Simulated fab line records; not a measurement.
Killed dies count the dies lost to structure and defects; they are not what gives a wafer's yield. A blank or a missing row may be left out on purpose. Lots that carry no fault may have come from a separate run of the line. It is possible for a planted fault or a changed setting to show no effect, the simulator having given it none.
A struck lot beside a sound one :: flow sky130 :: 15 steps out of a route of 708
Sound: these wafers, L433.1, L433.3, L433.4. Struck: wafers L439.2, L439.3, L439.6. The cause comes at the end.
Per side, at each step with rows, come the tool, then ch with its chambers, and then its first start. Under that, the readings that differ: sound wafers :: struck wafers :: difference of the means :: sigmas: that difference in standard deviations of wafers without a fault.
alike: words and numbers the same on both sides, and readings whose means are apart by under 2 such deviations; not compared: readings that were withheld, readings missing a value for some wafer, numbers with overlapping values and no deviation given by the record, and bounds like >300 which may hide the same value.
Wherever a step has rows on one side only, a row that says differs or no value, or a row with sigmas, the two part there. Numbers that have no deviation but don't overlap get no sigmas and don't part them. A reading missing from all wafers of one side parts the sides only when that side holds two or more wafers.

SKY_VIA2_ETCH_14: etches BARC in N2/H2, stops on SiO2, time 45.9 s, target depth 60 nm.
  sound on rie diel-01 ch 0,1,2, day 39 00:29; struck on rie diel-01 ch 0,2, day 41 21:24
  alike: drypump motor current A, oes product au, throttle valve pct
  not compared: rf hours counter h
then, 1 step without rows for these wafers: SKY_VIA2_ETCH_15 (etches SiO2 in C4F8/O2/Ar, stops on TiN, target depth 546 nm, time 84 s).
SKY_VIA2_STRIP_16: strips in O2/N2.
  sound on plasma asher-04 ch 0,1, day 39 00:36; struck on plasma asher-02 ch 1, day 41 21:30
  alike: drypump motor current A, oes product au, strip time to endpoint s
  not compared: rf hours counter h
then, 4 steps without rows for these wafers: SKY_VIA2_STRIP_17 (strips in post etch residue remover, time 1200 s); SKY_VIA2_CLEAN_18 (cleans in IPA, time 180 s); SKY_VIA2_CLEAN_19 (cleans in O3/DIW); SKY_VIA2_SPUTTER_20 (material TiN, target thk 20 nm, time 80 s).
SKY_VIA2_CVD_21: deposits W, target thk 420 nm, time 126.4 s.
  sound on cvd w-02 ch 0,1, day 39 01:16; struck on cvd w-01 ch 0,1, day 41 22:10
  alike: heater power w
SKY_VIA2_RS_MEAS_22: measurement is done with a four-point probe.
  sound on film metro-02, day 39 01:23; struck on film metro-01, day 41 22:19
reading: VIA2_W_RS (ohm/sq)
sound: 0.267 0.269 0.267
struck: 0.275 0.276 0.275
difference: +0.008
sigmas: +2
SKY_VIA2_THK_MEAS_23: measures by xrf.
  sound on film metro-02, day 39 01:31; struck on film metro-01, day 41 22:25
reading: VIA2_W_THK (nm)
sound: 447 446 448
struck: 424 423 424
difference: -23
sigmas: -3
SKY_VIA2_CMP_24: polishes, stops on SiO2, t overpolish 20 s, target thk 0 nm.
  sound on cmp-01 ch 1,2,3, day 39 04:00; struck on cmp-01 ch 0,1,3, day 41 22:36
  alike: motor current A, overpolish run s, time to endpoint s
SKY_METAL3_SPUTTER_00: material Ti, target thk 15 nm, time 10 s.
  sound on pvd sputter-03, day 39 04:18; struck on pvd sputter-03, day 41 22:51
  alike: cathode dc power W, chamber pressure pa, throttle valve pct
SKY_METAL3_SPUTTER_01: material TiN, target thk 20 nm, time 16.7 s.
  sound on pvd sputter-03, day 39 04:19; struck on pvd sputter-03, day 41 22:53
  no value came back on the struck wafers for cathode dc power W (W), chamber pressure pa (Pa), throttle valve pct (%); on the sound wafers cathode dc power W (W) reads 6501.5 6500.5 6501.8
then, 1 step without rows for these wafers: SKY_METAL3_SPUTTER_02 (material AlCu, target thk 735 nm, time 39.1 s).
-- the record jumps here: 8 days lie between the struck wafers' starts before and after (it left off in module METAL3 and takes up again in module PAD_OPEN, whose first step shown is number 708 of the route) --
SKY_PAD_OPEN_PROBE_99:
  sound on prober-02, day 48 01:32; struck on prober-02, day 50 02:20
reading: model.etest.met3.line ohm um
sound: 0.1446 0.1433 0.1446
struck: 0.152 0.1489 0.1483
difference: +0.006
sigmas: 

reading: model.etest.met3.rs ohm sq
sound: 0.04308 0.04231 0.04279
struck: 0.04496 0.04464 0.0445
difference: +0.00197
sigmas: 
  alike: defect limited yield, killed_at_M0_to_M3, killed_at_M4_up, killed at contacts, killed at front end, killed at other, killed dies, killed open, killed short, sort_bin_3_pad_short, sort_bin_5_function, sort_bin_6_memory, sort n pass, sort yield pct

WHERE THEY PART
Earliest at SKY_VIA2_RS_MEAS_22; latest, in this record, at SKY_METAL3_SPUTTER_01. Later steps at which nothing parts them and some readings are alike: SKY_PAD_OPEN_PROBE_99.

WHY: what had been put in by the simulator
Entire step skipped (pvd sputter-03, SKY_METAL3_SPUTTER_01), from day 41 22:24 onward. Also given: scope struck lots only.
